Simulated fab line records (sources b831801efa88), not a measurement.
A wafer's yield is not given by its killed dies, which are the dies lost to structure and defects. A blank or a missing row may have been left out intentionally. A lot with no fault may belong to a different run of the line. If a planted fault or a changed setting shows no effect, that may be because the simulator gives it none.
Matching of chambers || flow gf180mcu || 4 sister chambers for GF_SAB_ETCH_11 on rie diel-02
The step etches SiO2 in C4F8/O2/Ar, target depth 55 nm, time 8.5 s. 4 wafers are shown with their chamber, then 8 later ones without.

WAFERS, EACH WITH ITS CHAMBER
{"wafer": "L944.1", "chamber": 1, "oes product au (a.u.)": 1.014}
{"wafer": "L944.4", "chamber": 2, "oes product au (a.u.)": 0.997}
{"wafer": "L946.5", "chamber": 3, "oes product au (a.u.)": 1.011}
{"wafer": "L948.1", "chamber": 0, "oes product au (a.u.)": 1.000}

WAFERS WITHOUT THEIR CHAMBER
{"wafer": "L948.2", "oes product au (a.u.)": 1.009}
{"wafer": "L948.6", "oes product au (a.u.)": 0.997}
{"wafer": "L951.1", "oes product au (a.u.)": 0.994}
{"wafer": "L951.2", "oes product au (a.u.)": 1.004}
{"wafer": "L951.3", "oes product au (a.u.)": 0.997}
{"wafer": "L952.2", "oes product au (a.u.)": 0.997}
{"wafer": "L952.5", "oes product au (a.u.)": 0.997}
{"wafer": "L952.6", "oes product au (a.u.)": 0.997}

WHICH CHAMBER EACH WENT THROUGH
{"wafer": "L948.2", "from the rows above": "can't be placed: 3 or 1", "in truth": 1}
{"wafer": "L948.6", "from the rows above": "can't be placed: 2 or 0", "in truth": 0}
{"wafer": "L951.1", "from the rows above": "can't be placed: 2 or 0", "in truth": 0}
{"wafer": "L951.2", "from the rows above": "can't be placed: 0 or 3 or 2", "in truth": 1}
{"wafer": "L951.3", "from the rows above": "can't be placed: 2 or 0", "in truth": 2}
{"wafer": "L952.2", "from the rows above": "can't be placed: 2 or 0", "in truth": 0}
{"wafer": "L952.5", "from the rows above": "can't be placed: 2 or 0", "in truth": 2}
{"wafer": "L952.6", "from the rows above": "can't be placed: 2 or 0", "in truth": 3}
Correctly placed: 0 of 8. Can't be placed from these rows: 8 (the true chamber is among the candidates in 6). Number placed wrongly: 0.
How it was worked out, from the rows above alone: a wafer's distance from a chamber is the root of the sum, over the readings, of the square of ((its reading less the chamber's mean) divided by the reading's scatter). The wafer belongs to the nearest chamber; if the next one is less than 2 further off, it can't be placed. Each chamber's mean is taken over the wafers shown for it. The scatter: with one shown wafer a chamber, the root of the mean of the squares of how far each hidden wafer lies from its nearest shown one.
